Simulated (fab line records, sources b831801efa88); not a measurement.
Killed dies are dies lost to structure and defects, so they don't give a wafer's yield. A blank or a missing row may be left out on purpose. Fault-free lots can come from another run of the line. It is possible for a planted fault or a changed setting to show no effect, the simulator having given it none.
Matching of chambers || flow gf180mcu || 3 sister chambers for GF_PASSIVATION_CVD_00 on pecvd-02
The step deposits SiO2 from TEOS, target thk 1000 nm, time 111.95 s. 6 wafers are shown with their chamber, then 7 later ones without.

EACH WAFER AND ITS CHAMBER
{"wafer": "L406.5", "chamber": 0, "heater power w (W)": 590, "susceptor temp C (C)": 399.80}
{"wafer": "L410.1", "chamber": 2, "heater power w (W)": 754, "susceptor temp C (C)": 400.56}
{"wafer": "L410.4", "chamber": 1, "heater power w (W)": 692, "susceptor temp C (C)": 400.11}
{"wafer": "L410.6", "chamber": 0, "heater power w (W)": 729, "susceptor temp C (C)": 399.85}
{"wafer": "L411.3", "chamber": 2, "heater power w (W)": 818, "susceptor temp C (C)": 400.14}
{"wafer": "L411.4", "chamber": 1, "heater power w (W)": 692, "susceptor temp C (C)": 400.12}

WAFERS WITHOUT THEIR CHAMBER
{"wafer": "L411.5", "heater power w (W)": 697, "susceptor temp C (C)": 399.88}
{"wafer": "L412.3", "heater power w (W)": 689, "susceptor temp C (C)": 400.23}
{"wafer": "L412.5", "heater power w (W)": 673, "susceptor temp C (C)": 399.85}
{"wafer": "L412.6", "heater power w (W)": 740, "susceptor temp C (C)": 400.00}
{"wafer": "L415.4", "heater power w (W)": 693, "susceptor temp C (C)": 400.28}
{"wafer": "L415.5", "heater power w (W)": 747, "susceptor temp C (C)": 400.32}
{"wafer": "L415.6", "heater power w (W)": 579, "susceptor temp C (C)": 400.08}

CHAMBER TAKEN BY EACH
{"wafer": "L411.5", "from the rows above": "can't be placed: 0 or 1", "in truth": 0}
{"wafer": "L412.3", "from the rows above": "can't be placed: 1 or 2 or 0", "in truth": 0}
{"wafer": "L412.5", "from the rows above": "can't be placed: 0 or 1", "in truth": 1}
{"wafer": "L412.6", "from the rows above": "can't be placed: 1 or 0 or 2", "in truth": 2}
{"wafer": "L415.4", "from the rows above": "can't be placed: 1 or 2 or 0", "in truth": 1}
{"wafer": "L415.5", "from the rows above": "can't be placed: 2 or 1", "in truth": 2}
{"wafer": "L415.6", "from the rows above": "can't be placed: 1 or 0 or 2", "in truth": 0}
Correctly placed: 0 of 7. These rows do not allow placing 7 (true chamber among the candidates in 7). Number placed wrongly: 0.
How it was worked out, from the rows above alone: a wafer's distance from a chamber is the root of the sum, over the readings, of the square of ((its reading less the chamber's mean) divided by the reading's scatter). If the next closest chamber is less than 2 further off than the closest, the wafer can't be placed; otherwise it belongs to the closest. For every chamber, the mean is computed from those of its wafers that are shown. The scatter: take each reading less its chamber's mean, square it, sum over the shown wafers, divide by the number of wafers less the number of chambers, and take the root.
